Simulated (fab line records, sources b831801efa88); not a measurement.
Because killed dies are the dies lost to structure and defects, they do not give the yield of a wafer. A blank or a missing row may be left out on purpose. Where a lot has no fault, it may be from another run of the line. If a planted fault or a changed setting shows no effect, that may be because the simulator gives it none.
fab line records	flow sky130
record lots=6	wafers=18	last_day=51
route steps=708 shown VIA3@575 PAD_OPEN@708
lots that met no fault: taken from a fault-free run of the same line
start_h: the number of hours between the record's first day and the start of the first shown wafer of the lot	wait_h: hours from the lot's prior step to this one	" same as the row above	L1.1+2: a row that stands for several wafers	- no value present, or no start provided	* or withheld: withheld	< > ~ a bound
route shown NAME@n: NAME is a module with steps in the file, n the number in the route of the first one	usual: mean/standard deviation of fault-free wafers	same: alike in all rows	chamber/n: place in a boat	sites: each site's reading	_std_site: standard deviation across them	_edge_site: mean of outer sites minus mean of inner sites	radius_mm: how far each site lies from the wafer's centre	mask NAME#n: copy n	behind: the most recent tool/chamber to have shaped the wafer	hold: why the lot went on hold/how many hours it stayed there/how the hold came to an end	device: which transistor (n, p or np) failed to switch	end of line: the same wafers' tests at the end of the route	a step given without rows: its recipe and nothing more	killed: at the first sort, the dies lost to defects and structure; wafer yield is something else	map: per-die view of a wafer (x killed, . not killed, _ where there is no die)
set.NAME: the setting as run; set.NAME@STEP: as run at that earlier step	model.NAME: the simulator's own value behind a step, which no gauge read
lots at some steps of the route; a table a step, a row a wafer
services: from which hour (start_h, from the record's first day; less than 0 if before it) a tool's chamber was out of use, for how many hours, and why
## steps
# step SKY_VIA3_CMP_02
# recipe material=SiO2	down_force_psi=4	platen_rpm=60	pad_velocity_m_s=0.94248
# usual motor_current_A=12.4/1.4
lot.wafer	tool	chamber	start_h	wait_h	motor_current_A
L352.1	cmp-02	3	979.52	0.1	14.4
L352.6	"	3	"	"	14.9
L352.5	"	0	"	"	11.5
L354.2	cmp-02	3	1003.77	0.1	14.0
L354.1	"	1	"	"	15.1
L354.5	"	3	"	"	14.4
L359.1	cmp-01	1	1034.53	0.1	11.3
L359.4	"	3	"	"	10.7
L359.2	"	0	"	"	11.0
L360.1	cmp-02	3	1047.00	0.1	15.0
L360.5	"	3	"	"	14.8
L360.6	"	0	"	"	11.6
L363.1	cmp-01	1	1066.46	0.1	12.1
L363.6	"	0	"	"	10.4
L363.5	"	1	"	"	11.9
L367.3	cmp-02	0	1077.69	0.0	11.8
L367.1	"	2	"	"	11.8
L367.2	"	3	"	"	14.5
# step SKY_VIA3_BOW_MEAS_03
# recipe mode=bow
# usual VIA3_BOW=80/7.9
lot.wafer	tool	chamber	start_h	wait_h	VIA3_BOW[um]
L352.1	film_metro-01	-	979.82	0.2	73
L352.5	"	-	"	"	86
L352.6	"	-	"	"	75
L354.1	film_metro-01	-	1004.02	0.1	72
L354.2	"	-	"	"	74
L354.5	"	-	"	"	74
L359.1	film_metro-02	-	1034.84	0.3	80
L359.2	"	-	"	"	92
L359.4	"	-	"	"	89
L360.1	film_metro-01	-	1047.30	0.2	87
L360.5	"	-	"	"	81
L360.6	"	-	"	"	83
L363.1	film_metro-01	-	1066.71	0.2	69
L363.5	"	-	"	"	76
L363.6	"	-	"	"	82
L367.1	film_metro-02	-	1077.99	0.1	67
L367.2	"	-	"	"	75
L367.3	"	-	"	"	78
# step SKY_VIA3_DEHYDRATE_04
# recipe temp_c=200	time_s=60
# step SKY_VIA3_HMDS_05
# recipe prime_time_s=60	prime_temp_c=120
# step SKY_VIA3_COAT_06
# recipe resist=BARC	temp_c=withheld	time_s=withheld	spin_rpm=3000	resist_thk_nm=60
# step SKY_VIA3_COAT_07
# recipe resist=KrF-thick	spin_rpm=3000	resist_thk_nm=450
# step SKY_VIA3_SOFTBAKE_08
# recipe temp_c=100	time_s=90	resist=KrF-thick
# step SKY_VIA3_EXPOSE_09
# recipe mask_id=VIM3	na=0.8	source_shape=annular	sigma_inner=0.55	sigma_outer=0.85	target_cd_nm=200	dose_mj=38
# step SKY_VIA3_PEB_10
# recipe peb_temp_c=withheld	peb_time_s=withheld	resist=KrF-thick
# step SKY_VIA3_DEVELOP_11
# recipe develop_time_s=60	resist=KrF-thick	dev_temp_c=21
# step SKY_VIA3_CD_MEAS_12
# recipe target_cd_nm=200
# usual cd_nm=200.4/1.4
lot.wafer	tool	chamber	start_h	wait_h	cd_nm
L352.1	cd_sem-01	-	1004.13	-	201.6
L352.5	"	-	"	"	200.9
L352.6	"	-	"	"	201.2
L354.1	cd_sem-01	-	1026.45	-	200.8
L354.2	"	-	"	"	198.6
L354.5	"	-	"	"	198.7
L359.1	cd_sem-01	-	1057.44	-	198.4
L359.2	"	-	"	"	199.7
L359.4	"	-	"	"	199.5
L360.1	cd_sem-01	-	1070.37	-	202.1
L360.5	"	-	"	"	202.2
L360.6	"	-	"	"	202.3
L363.1	cd_sem-02	-	1088.93	-	203.8
L363.5	"	-	"	"	202.1
L363.6	"	-	"	"	201.9
L367.1	cd_sem-01	-	1099.62	-	200.4
L367.2	"	-	"	"	200.7
L367.3	"	-	"	"	201.3
# step SKY_VIA3_OVL_MEAS_13
# usual VIA3_OVL=0/5
lot.wafer	tool	chamber	start_h	wait_h	VIA3_OVL[nm]
L352.1	overlay-02	-	1004.25	0.1	6
L352.5	"	-	"	"	7
L352.6	"	-	"	"	2
L354.1	overlay-02	-	1026.57	0.1	10
L354.2	"	-	"	"	9
L354.5	"	-	"	"	13
L359.1	overlay-02	-	1057.56	0.1	2
L359.2	"	-	"	"	4
L359.4	"	-	"	"	1
L360.1	overlay-02	-	1070.49	0.1	-3
L360.5	"	-	"	"	7
L360.6	"	-	"	"	-3
L363.1	overlay-01	-	1089.05	0.1	-5
L363.5	"	-	"	"	-10
L363.6	"	-	"	"	-14
L367.1	overlay-02	-	1099.74	0.1	-2
L367.2	"	-	"	"	9
L367.3	"	-	"	"	1
# step SKY_VIA3_ETCH_14
# recipe chemistry=N2/H2	target=BARC	ion_energy_ev=200	source_w=500	bias_w=100	pressure_mtorr=30	n2_flow_sccm=100	h2_flow_sccm=200	stop_on=SiO2	time_s=45.9	target_depth_a=600
# usual drypump_motor_current_A=5.9/0.55	oes_product_au=0.855/0.0044	run_length_s=74.1/0.55	throttle_valve_pct=13.225/0.0088
lot.wafer	tool	chamber	start_h	wait_h	drypump_motor_current_A	oes_product_au	rf_hours_counter_h	run_length_s	throttle_valve_pct	model.KrF-thick_of_VIA3_COAT_07.thk_nm
L352.1	rie_diel-01	2	1004.29	0.0	6.2	0.851	9	74.7	13.232	391.4
L352.5	"	0	"	"	5.9	0.860	-	73.3	13.231	391.2
L352.6	"	3	"	"	6.3	0.867	-	73.4	13.235	390.2
L354.1	rie_diel-02	0	1026.60	0.0	5.3	0.850	16	74.1	13.214	391.2
L354.2	"	2	"	"	6.4	0.853	14	73.9	13.237	390.8
L354.5	"	0	"	"	5.3	0.857	-	74.1	13.220	391.4
L359.1	rie_diel-02	0	1057.60	0.0	5.3	1.006	17	63.3	13.227	404.2
L359.2	"	2	"	"	6.4	1.015	15	63.0	13.257	402.6
L359.4	"	1	"	"	5.7	1.009	9	64.1	13.221	401.6
L360.1	rie_diel-02	2	1070.52	0.0	6.4	1.011	15	63.3	13.231	401.8
L360.5	"	3	"	"	5.3	1.003	-	62.5	13.242	402.8
L360.6	"	2	"	"	6.4	1.014	-	63.3	13.249	402.3
L363.1	rie_diel-01	0	1089.09	0.0	5.8	0.862	19	73.5	13.219	393.8
L363.5	"	3	"	"	6.3	0.851	-	74.3	13.220	393.4
L363.6	"	2	"	"	6.2	0.855	-	74.6	13.220	393.4
L367.1	rie_diel-04	2	1099.77	0.0	6.5	0.860	20	73.3	13.214	393.8
L367.2	"	0	"	"	6.7	0.854	23	74.1	13.230	392.7
L367.3	"	3	"	"	5.0	0.858	7	74.3	13.233	392.5
# step SKY_VIA3_ETCH_15
# recipe target=SiO2	chemistry=C4F8/O2/Ar	target_depth_nm=507	stop_on=TiN	mask_material=KrF-thick	source_w=1500	bias_w=1200	pressure_mtorr=40	c4f8_flow_sccm=withheld	O2_flow_sccm=6	Ar_flow_sccm=300	time_s=78
# usual oes_product_au=0.946/0.0048	run_length_s=106.2/0.56
lot.wafer	tool	chamber	start_h	wait_h	oes_product_au	rf_hours_counter_h	run_length_s	model.KrF-thick_of_VIA3_COAT_07.thk_nm
L352.1	rie_diel-01	2	1004.33	0.0	0.955	9	107.1	288.7
L352.5	"	0	"	"	0.953	-	105.9	288.5
L352.6	"	3	"	"	0.945	-	106.1	288.2
L354.1	rie_diel-02	0	1026.64	0.0	0.946	16	106.5	287.7
L354.2	"	2	"	"	0.953	14	106.2	286.9
L354.5	"	0	"	"	0.950	-	106.3	286.9
L359.1	rie_diel-02	0	1057.64	0.0	0.949	17	106.5	300.7
L359.2	"	2	"	"	0.945	15	105.9	299.1
L359.4	"	1	"	"	0.955	9	107.6	298
L360.1	rie_diel-02	2	1070.56	0.0	0.941	16	106.1	300.1
L360.5	"	3	"	"	0.949	-	105.9	301.5
L360.6	"	2	"	"	0.952	-	106.0	300.2
L363.1	rie_diel-01	0	1089.13	0.0	0.943	19	106.3	290.6
L363.5	"	3	"	"	0.948	-	105.6	291.9
L363.6	"	2	"	"	0.944	-	106.6	290.9
L367.1	rie_diel-04	2	1099.81	0.0	0.946	20	105.6	291.5
L367.2	"	0	"	"	0.941	23	105.8	287
L367.3	"	3	"	"	0.942	7	106.5	289.9
# step SKY_VIA3_STRIP_16
# recipe chemistry=O2/N2	power_w=1400	pressure_mtorr=1500	platen_temp_c=withheld	o2_flow_sccm=3000	n2_flow_sccm=300	overash_fraction=0.5
# usual drypump_motor_current_A=5.9/0.54	o2_flow_sccm=3001/8.6	oes_product_au=0.401/0.005	strip_time_to_endpoint_s=4.128/0.029
lot.wafer	tool	chamber	start_h	wait_h	drypump_motor_current_A	o2_flow_sccm	oes_product_au	rf_hours_counter_h	strip_time_to_endpoint_s
L352.1	plasma_asher-01	1	1004.39	0.0	6.2	2999	0.394	60	4.112
L352.5	"	0	"	"	5.4	3015	0.395	-	4.099
L352.6	"	1	"	"	6.2	3008	0.398	-	4.103
L354.1	plasma_asher-02	1	1026.70	0.0	4.7	2992	0.405	18	4.089
L354.2	"	0	"	"	6.2	3013	0.406	18	4.098
L354.5	"	1	"	"	4.7	2994	0.398	-	4.080
L359.1	plasma_asher-02	1	1057.70	0.0	4.7	3004	0.405	21	4.228
L359.2	"	0	"	"	6.2	3016	0.406	21	4.213
L359.4	"	1	"	"	4.7	2997	0.408	-	4.212
L360.1	plasma_asher-02	0	1070.62	0.0	6.2	3013	0.410	22	4.225
L360.5	"	1	"	"	4.7	3011	0.398	-	4.236
L360.6	"	0	"	"	6.2	2994	0.411	-	4.221
L363.1	plasma_asher-01	1	1089.19	0.0	6.2	2997	0.394	69	4.122
L363.5	"	1	"	"	6.2	2998	0.406	-	4.153
L363.6	"	0	"	"	5.4	2998	0.393	-	4.124
L367.1	plasma_asher-04	0	1099.87	0.0	5.9	3006	0.396	4	4.129
L367.2	"	1	"	"	6.5	3008	0.396	4	4.093
L367.3	"	1	"	"	6.5	2990	0.407	-	4.110
# step SKY_VIA3_STRIP_17
# recipe chemistry=post_etch_residue_remover	time_s=1200	temp_c=72.5
# step SKY_PAD_OPEN_PROBE_99
# usual defect_limited_yield=82.6/1.7	killed_at_M0_to_M3=43/7	killed_at_M4_up=3.1/1.5	killed_at_contacts=23/4.9	killed_at_front_end=16/3.9	killed_at_other=0.3/0.52	killed_dies=86/8.2	killed_open=47/6.1	killed_short=38/5.8	sort_bin_3_pad_short=0.8/0.41	sort_bin_5_function=10.2/1.3	sort_bin_6_memory=6.4/1.1	sort_n_pass=406/8.2	sort_yield_pct=82.6/1.7
# same gross_dies=492	killed_at_back_side=0	sort_bin_4_leakage[%]=0	sort_bin_8_speed[%]=0
lot.wafer	tool	chamber	start_h	wait_h	defect_limited_yield[%]	killed_at_M0_to_M3	killed_at_M4_up	killed_at_contacts	killed_at_front_end	killed_at_other	killed_dies	killed_open	killed_short	sort_bin_3_pad_short[%]	sort_bin_5_function[%]	sort_bin_6_memory[%]	sort_n_pass	sort_yield_pct[%]
L352.1	prober-02	-	1144.42	0.1	82.9	35	2	19	28	0	84	40	44	0.6	9.3	7.1	408	82.9
L352.5	prober-02	-	1144.62	0.2	82.3	43	2	17	24	1	87	58	29	0.6	12.0	5.1	405	82.3
L352.6	prober-02	-	1144.67	0.2	79.5	59	2	20	20	0	101	54	47	1.4	11.4	7.7	391	79.5
L354.1	prober-02	-	1164.35	0.1	83.1	47	2	12	22	0	83	49	34	1.4	10.0	5.5	409	83.1
L354.2	prober-02	-	1164.40	0.1	82.9	37	3	28	16	0	84	56	28	0.6	9.3	7.1	408	82.9
L354.5	prober-02	-	1164.55	0.2	83.5	49	3	12	17	0	81	34	47	1.0	8.9	6.5	411	83.5
L359.1	prober-02	-	1189.62	0.1	83.3	40	3	24	15	0	82	46	35	0.8	11.6	4.3	410	83.3
L359.2	prober-02	-	1189.67	0.1	78.5	56	2	31	16	1	106	56	48	1.4	13.2	6.9	386	78.5
L359.4	prober-02	-	1189.77	0.2	81.1	40	4	33	16	0	93	50	43	1.0	10.6	7.3	399	81.1
L360.1	prober-01	-	1201.16	0.1	82.5	36	2	30	18	0	86	42	42	2.2	9.8	5.5	406	82.5
L360.5	prober-01	-	1201.36	0.2	82.7	41	4	22	17	1	85	53	31	0.2	10.4	6.7	407	82.7
L360.6	prober-01	-	1201.41	0.2	85.6	23	4	25	19	0	71	40	31	0.4	10.2	3.9	421	85.6
L363.1	prober-01	-	1213.46	0.1	83.7	36	6	23	14	1	80	42	37	0.4	10.2	5.7	412	83.7
L363.5	prober-01	-	1213.66	0.2	81.5	43	3	30	15	0	91	57	34	0.2	10.6	7.7	401	81.5
L363.6	prober-01	-	1213.71	0.2	84.3	25	5	31	16	0	77	40	37	0.8	8.9	5.9	415	84.3
L367.1	prober-01	-	1223.84	0.1	81.9	42	5	29	13	0	89	53	36	0.6	10.4	7.1	403	81.9
L367.2	prober-01	-	1223.89	0.1	83.7	39	2	21	18	0	80	48	32	0.8	8.3	7.1	412	83.7
L367.3	prober-01	-	1223.94	0.2	81.3	45	6	25	16	0	92	50	42	0.6	10.4	7.7	400	81.3
# killed by level:class
L352.1 FIELD_ISO:geometric_particle:short=9 CONTACT:geometric_particle:open=8 VIA1:geometric_particle:open=6 METAL2:geometric_particle:short=6 VIA2:geometric_particle:open=5 VIA3:geometric_particle:open=5 FIELD_ISO:geometric_particle:open=4 LI_CONTACT:geometric_particle:open=4
L352.5 VIA1:geometric_particle:open=15 CONTACT:geometric_particle:open=10 VIA2:geometric_particle:open=8 LI_CONTACT:geometric_particle:open=7 METAL2:geometric_particle:short=5 FIELD_ISO:geometric_particle:open=4 FIELD_ISO:geometric_particle:short=4 VIA3:geometric_particle:open=4
L352.6 VIA1:geometric_particle:open=14 VIA3:geometric_particle:open=10 METAL2:geometric_particle:short=8 CONTACT:geometric_particle:open=8 FIELD_ISO:geometric_particle:short=7 VIA2:geometric_particle:short=7 METAL1:geometric_particle:short=7 VIA2:geometric_particle:open=6
L354.1 VIA1:geometric_particle:open=10 VIA3:geometric_particle:open=9 FIELD_ISO:geometric_particle:open=8 CONTACT:geometric_particle:open=7 FIELD_ISO:geometric_particle:short=6 METAL1:geometric_particle:short=6 VIA1:geometric_particle:short=5 CONTACT:geometric_particle:short=3
L354.2 VIA1:geometric_particle:open=14 CONTACT:geometric_particle:open=12 LI_CONTACT:geometric_particle:open=8 FIELD_ISO:geometric_particle:open=5 POLY_GATE:geometric_particle:open=5 VIA2:geometric_particle:open=5 CONTACT:geometric_particle:short=4 VIA1:geometric_particle:short=4
L354.5 METAL1:geometric_particle:short=11 VIA1:geometric_particle:open=9 VIA3:geometric_particle:open=6 FIELD_ISO:geometric_particle:short=5 METAL2:geometric_particle:short=5 VIA1:geometric_particle:short=5 POLY_GATE:geometric_particle:short=4 POLY_GATE:geometric_particle:open=4
L359.1 VIA1:geometric_particle:open=11 VIA3:geometric_particle:open=10 CONTACT:geometric_particle:open=8 CONTACT:geometric_particle:short=8 METAL3:geometric_particle:short=5 FIELD_ISO:geometric_particle:open=4 POLY_GATE:geometric_particle:open=4 VIA2:geometric_particle:open=4
L359.2 CONTACT:geometric_particle:open=12 VIA1:geometric_particle:open=12 LI_CONTACT:geometric_particle:open=7 METAL1:geometric_particle:short=7 VIA1:geometric_particle:short=6 METAL2:geometric_particle:short=6 VIA3:geometric_particle:short=6 CONTACT:geometric_particle:short=5
L359.4 CONTACT:geometric_particle:open=18 VIA1:geometric_particle:open=9 CONTACT:geometric_particle:short=8 METAL1:geometric_particle:short=7 VIA3:geometric_particle:open=7 FIELD_ISO:geometric_particle:open=4 LI_CONTACT:geometric_particle:open=4 METAL4:geometric_particle:short=4
L360.1 CONTACT:geometric_particle:open=13 FIELD_ISO:geometric_particle:open=8 METAL2:geometric_particle:short=8 FIELD_ISO:geometric_particle:short=7 VIA1:geometric_particle:short=7 VIA3:geometric_particle:open=6 CONTACT:geometric_particle:short=6 VIA1:geometric_particle:open=6
L360.5 VIA1:geometric_particle:open=13 FIELD_ISO:geometric_particle:open=7 LI_CONTACT:geometric_particle:open=7 CONTACT:geometric_particle:open=6 VIA2:geometric_particle:open=5 LOCAL_INTERCONNECT:geometric_particle:short=4 METAL1:geometric_particle:open=4 METAL1:geometric_particle:short=4
L360.6 CONTACT:geometric_particle:open=10 POLY_GATE:geometric_particle:short=6 VIA3:geometric_particle:open=6 POLY_GATE:geometric_particle:open=5 FIELD_ISO:geometric_particle:open=4 LI_CONTACT:geometric_particle:open=4 CONTACT:geometric_particle:short=4 VIA1:geometric_particle:open=4
L363.1 VIA1:geometric_particle:open=9 CONTACT:geometric_particle:open=7 VIA2:geometric_particle:open=7 CONTACT:geometric_particle:short=6 FIELD_ISO:geometric_particle:short=5 LI_CONTACT:geometric_particle:open=5 VIA1:geometric_particle:short=5 VIA2:geometric_particle:short=4
L363.5 CONTACT:geometric_particle:open=12 LI_CONTACT:geometric_particle:open=10 VIA1:geometric_particle:open=9 VIA3:geometric_particle:open=9 METAL1:geometric_particle:short=6 METAL2:geometric_particle:short=6 FIELD_ISO:geometric_particle:open=5 CONTACT:geometric_particle:short=4
L363.6 LI_CONTACT:geometric_particle:open=12 VIA1:geometric_particle:open=8 LOCAL_INTERCONNECT:geometric_particle:short=6 CONTACT:geometric_particle:open=6 CONTACT:geometric_particle:short=5 VIA2:geometric_particle:open=5 METAL4:geometric_particle:short=5 FIELD_ISO:geometric_particle:short=4
L367.1 LI_CONTACT:geometric_particle:open=10 VIA1:geometric_particle:open=10 CONTACT:geometric_particle:open=9 VIA2:geometric_particle:open=8 FIELD_ISO:geometric_particle:short=6 METAL2:geometric_particle:short=6 CONTACT:geometric_particle:short=4 METAL4:geometric_particle:short=4
L367.2 VIA1:geometric_particle:open=11 CONTACT:geometric_particle:open=10 VIA1:geometric_particle:short=7 METAL2:geometric_particle:short=7 FIELD_ISO:geometric_particle:short=5 POLY_GATE:geometric_particle:open=5 LI_CONTACT:geometric_particle:open=5 VIA2:geometric_particle:open=5
L367.3 VIA1:geometric_particle:open=14 LI_CONTACT:geometric_particle:open=9 METAL4:geometric_particle:short=6 FIELD_ISO:geometric_particle:open=5 CONTACT:geometric_particle:short=5 VIA1:geometric_particle:short=5 VIA2:geometric_particle:open=4 CONTACT:geometric_particle:open=4
## services
tool	chamber	start_h	hours	kind
cmp-01	-	963.10	5.9	pm
rie_diel-02	-	964.50	2.2	repair
rie_diel-02	2	973.79	5.5	repair
cmp-01	-	975.45	0.4	repair
rie_diel-01	1	981.50	-	clean
rie_diel-01	1	981.50	14.6	scheduled_down
rie_diel-01	1	981.50	14.6	vent_cycle
rie_diel-04	-	995.91	28.1	pm
plasma_asher-02	-	1006.25	8.9	pm
rie_diel-02	1	1008.17	4.5	repair
rie_diel-02	0	1019.00	6.7	repair
rie_diel-02	-	1034.17	2.2	repair
plasma_asher-02	-	1040.53	3.1	repair
plasma_asher-04	-	1055.25	9.0	pm
plasma_asher-04	0	1055.25	9.0	vent_cycle
plasma_asher-04	1	1055.25	9.0	vent_cycle
rie_diel-01	-	1055.57	2.8	pm
plasma_asher-04	-	1057.09	1.1	repair
rie_diel-01	3	1061.10	19.4	repair
plasma_asher-04	0	1064.25	-	clean
plasma_asher-04	1	1064.25	-	clean
cmp-02	-	1086.85	4.0	pm
cmp-02	-	1090.85	-	consumable_replace:conditioner
cmp-02	-	1090.85	-	consumable_replace:pad
## key
first_sign step=SKY_VIA3_ETCH_14	reading=oes_product_au	direction=up	sigmas=35	usual=0.855	struck=1.009
effect step=SKY_VIA3_ETCH_14	reading=run_length_s	direction=down	sigmas=20	usual=*	struck=*
effect step=SKY_VIA3_STRIP_16	reading=strip_time_to_endpoint_s	direction=up	sigmas=3.2	usual=*	struck=*
model_effect step=SKY_VIA3_ETCH_14	value=KrF-thick_of_VIA3_COAT_07.thk_nm	without=392.2	struck=402.6
model_effect step=SKY_VIA3_ETCH_15	value=KrF-thick_of_VIA3_COAT_07.thk_nm	without=289.6	struck=300
met_at SKY_VIA3_ETCH_14
struck_wafers L359.1,L359.2,L359.4,L360.1,L360.5,L360.6
onset_between 1026.60 1057.60
fault kind=process_parameter_drift	tool=rie_diel-02	chamber=-	onset_h=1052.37	steps=SKY_VIA3_ETCH_14	channel=time_s	offset=*	shape=step	end_h=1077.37	acts_in=*	stated=*
